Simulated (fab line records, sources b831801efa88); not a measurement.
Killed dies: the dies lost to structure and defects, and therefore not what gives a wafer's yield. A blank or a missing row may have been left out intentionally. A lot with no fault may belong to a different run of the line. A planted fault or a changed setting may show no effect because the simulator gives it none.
Which tool is to blame?    flow gf180mcu    Sampling: 14 lots, 42 wafers, 4 of 602 route steps

WHAT EACH GAUGE READ, for each wafer
GF_HV_LDD_RS_MEAS_53: the measuring method here is four-point-probe. Usual: HV_LDD_RS gives 418.9 ohm/sq (standard deviation 0.94).
lot   measured      on            HV_LDD_RS (ohm/sq)  flag
L712  day 14 15:52  filmMetro-02  419.0 421.2 419.6   
L713  day 14 23:10  filmMetro-02  418.9 417.9 418.6   
L715  day 15 16:12  filmMetro-02  417.4 418.0 416.8   
L716  day 15 22:25  filmMetro-03  419.2 419.5 420.2   
L717  day 16 03:07  filmMetro-03  417.8 418.2 418.3   
L718  day 16 16:43  filmMetro-04  419.2 417.8 419.5   
L719  day 16 23:16  filmMetro-03  418.8 419.0 417.8   
L720  day 17 10:04  filmMetro-03  419.6 418.7 419.2   
L721  day 17 15:12  filmMetro-04  421.4 419.8 420.0   
L722  day 17 21:33  filmMetro-03  418.5 418.0 418.3   
L727  day 19 18:24  filmMetro-04  415.1 415.4 414.3   OFF
L729  day 20 01:01  filmMetro-02  416.2 414.6 414.3   OFF
L732  day 21 03:54  filmMetro-03  418.2 417.7 416.3   
L733  day 21 09:41  filmMetro-03  419.8 419.1 419.7   

GF_V2_RS_MEAS_24: the measuring method here is four-point-probe. Usual: V2_W_RS gives 0.313 ohm/sq (standard deviation 0.0034).
lot   measured      on            V2_W_RS (ohm/sq)   flag
L712  day 23 06:21  filmMetro-02  0.322 0.312 0.309  
L713  day 23 15:12  filmMetro-04  0.311 0.311 0.312  
L715  day 24 07:18  filmMetro-04  0.312 0.313 0.308  
L716  day 24 12:19  filmMetro-04  0.317 0.312 0.313  
L717  day 24 18:34  filmMetro-04  0.316 0.313 0.311  
L718  day 25 09:34  filmMetro-03  0.316 0.319 0.313  
L719  day 25 14:21  filmMetro-03  0.317 0.318 0.318  
L720  day 25 23:58  filmMetro-04  0.311 0.310 0.307  
L721  day 26 06:07  filmMetro-04  0.310 0.314 0.317  
L722  day 26 11:12  filmMetro-04  0.315 0.308 0.314  
L727  day 28 01:32  filmMetro-02  0.313 0.314 0.312  
L729  day 28 09:33  filmMetro-04  0.310 0.308 0.316  
L732  day 29 07:35  filmMetro-04  0.312 0.311 0.309  
L733  day 29 12:19  filmMetro-02  0.314 0.311 0.311  

WHAT TOOL EACH LOT RAN ON (gives the tool, then ch and the chambers of the sampled wafers, and finally the start)
lot   GF_HV_LDD_RTA_52                 GF_V2_CVD_23
L712  rtpAnneal-02 ch 0, day 14 15:47  cvdW-02 ch 0,1, day 23 06:14
L713  rtpAnneal-01 ch 0, day 14 23:05  cvdW-01 ch 0,1, day 23 15:05
L715  rtpAnneal-01 ch 0, day 15 16:08  cvdW-01 ch 0,1, day 24 07:11
L716  rtpAnneal-02 ch 0, day 15 22:21  cvdW-02 ch 0,1, day 24 12:11
L717  rtpAnneal-02 ch 0, day 16 03:02  cvdW-01 ch 0,1, day 24 18:28
L718  rtpAnneal-01 ch 0, day 16 16:39  cvdW-02 ch 0,1, day 25 09:26
L719  rtpAnneal-01 ch 0, day 16 23:11  cvdW-02 ch 0,1, day 25 14:14
L720  rtpAnneal-02 ch 0, day 17 09:59  cvdW-01 ch 1, day 25 23:50
L721  rtpAnneal-01 ch 0, day 17 15:08  cvdW-02 ch 0,1, day 26 06:00
L722  rtpAnneal-02 ch 0, day 17 21:29  cvdW-01 ch 0,1, day 26 11:05
L727  rtpAnneal-02 ch 0, day 19 18:20  cvdW-01 ch 0,1, day 28 01:26
L729  rtpAnneal-02 ch 0, day 20 00:56  cvdW-01 ch 0,1, day 28 09:26
L732  rtpAnneal-01 ch 0, day 21 03:50  cvdW-01 ch 0,1, day 29 07:28
L733  rtpAnneal-01 ch 0, day 21 09:37  cvdW-01 ch 0,1, day 29 12:12
- GF_HV_LDD_RTA_52: time 10 s.
- GF_V2_CVD_23: deposits W, target thk 350 nm, time 104.94 s.

AS READ BY THE TOOLS THEMSELVES (means over the sampled wafers that have a number; for cases with no such wafer, the mark the record gives instead)
GF_HV_LDD_RTA_52. Usual: lampPowerPct 34.3 %, standard deviation 2.7; wafer_temp_C_max 1005.2, standard deviation 1.1.
lot   tool          lampPowerPct (%)  wafer_temp_C_max  flag
L712  rtpAnneal-02  37.6              1004.0            
L713  rtpAnneal-01  32.0              1006.7            
L715  rtpAnneal-01  32.0              1006.4            
L716  rtpAnneal-02  37.6              1004.3            
L717  rtpAnneal-02  37.6              1004.4            
L718  rtpAnneal-01  32.0              1006.3            
L719  rtpAnneal-01  32.0              1006.2            
L720  rtpAnneal-02  37.6              1005.2            
L721  rtpAnneal-01  32.0              1005.9            
L722  rtpAnneal-02  37.6              1004.7            
L727  rtpAnneal-02  27.8              889.2             OFF
L729  rtpAnneal-02  27.8              890.0             OFF
L732  rtpAnneal-01  32.0              1004.4            
L733  rtpAnneal-01  32.0              1005.7            

GF_V2_CVD_23. Usual: heaterPowerW reads 923 W (standard deviation 130).
lot   tool     heaterPowerW (W)  flag
L712  cvdW-02  1018              
L713  cvdW-01  858               
L715  cvdW-01  781               
L716  cvdW-02  1022              
L717  cvdW-01  864               
L718  cvdW-02  1009              
L719  cvdW-02  1014              
L720  cvdW-01  727               
L721  cvdW-02  1019              
L722  cvdW-01  864               
L727  cvdW-01  785               
L729  cvdW-01  780               
L732  cvdW-01  803               
L733  cvdW-01  850               

THE ANSWER, worked out from the rows above alone
Rule: lot off if the mean of its wafers having a number is beyond 3 standard deviations from the usual mean. A lot without any number at a reading at which 4 lots or more have one is off too. The other lots that the step has rows for count as sound. After the gauges, taken in route order, come the tools' own readings; for these a lot's mean is taken, as printed above. At the first step where some lot is off, the reading lying furthest off is the one used; lots without a number count as furthest.
Off: at GF_HV_LDD_RS_MEAS_53 (HV_LDD_RS), L727, L729.
A tool fits if, at a process step before that reading, it ran every lot that is off, and no sound lot after the first of them. The gauges at GF_HV_LDD_RS_MEAS_53 aren't tried: what is off there is off at GF_HV_LDD_RTA_52 too, on other tools, and a gauge's error can't cause that. One fits: rtpAnneal-02 at GF_HV_LDD_RTA_52. A fault onset in the window from L722 (day 17 21:29, its last sound lot) to L727 (day 19 18:20, its first lot off) fits.
The tool's own readings at GF_HV_LDD_RTA_52 bear it out: on the lots that are off they differ by more than 5 times the standard deviation of the sound lots' means. wafer_temp_C_max reads 889.6 there against 1005.4 on the sound lots.

WHAT THE SIMULATOR PUT IN
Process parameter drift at GF_HV_LDD_RTA_52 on rtpAnneal-02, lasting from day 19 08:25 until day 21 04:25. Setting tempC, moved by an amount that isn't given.
Shown lots that were struck: L727, L729. This agrees with what the rule above found.
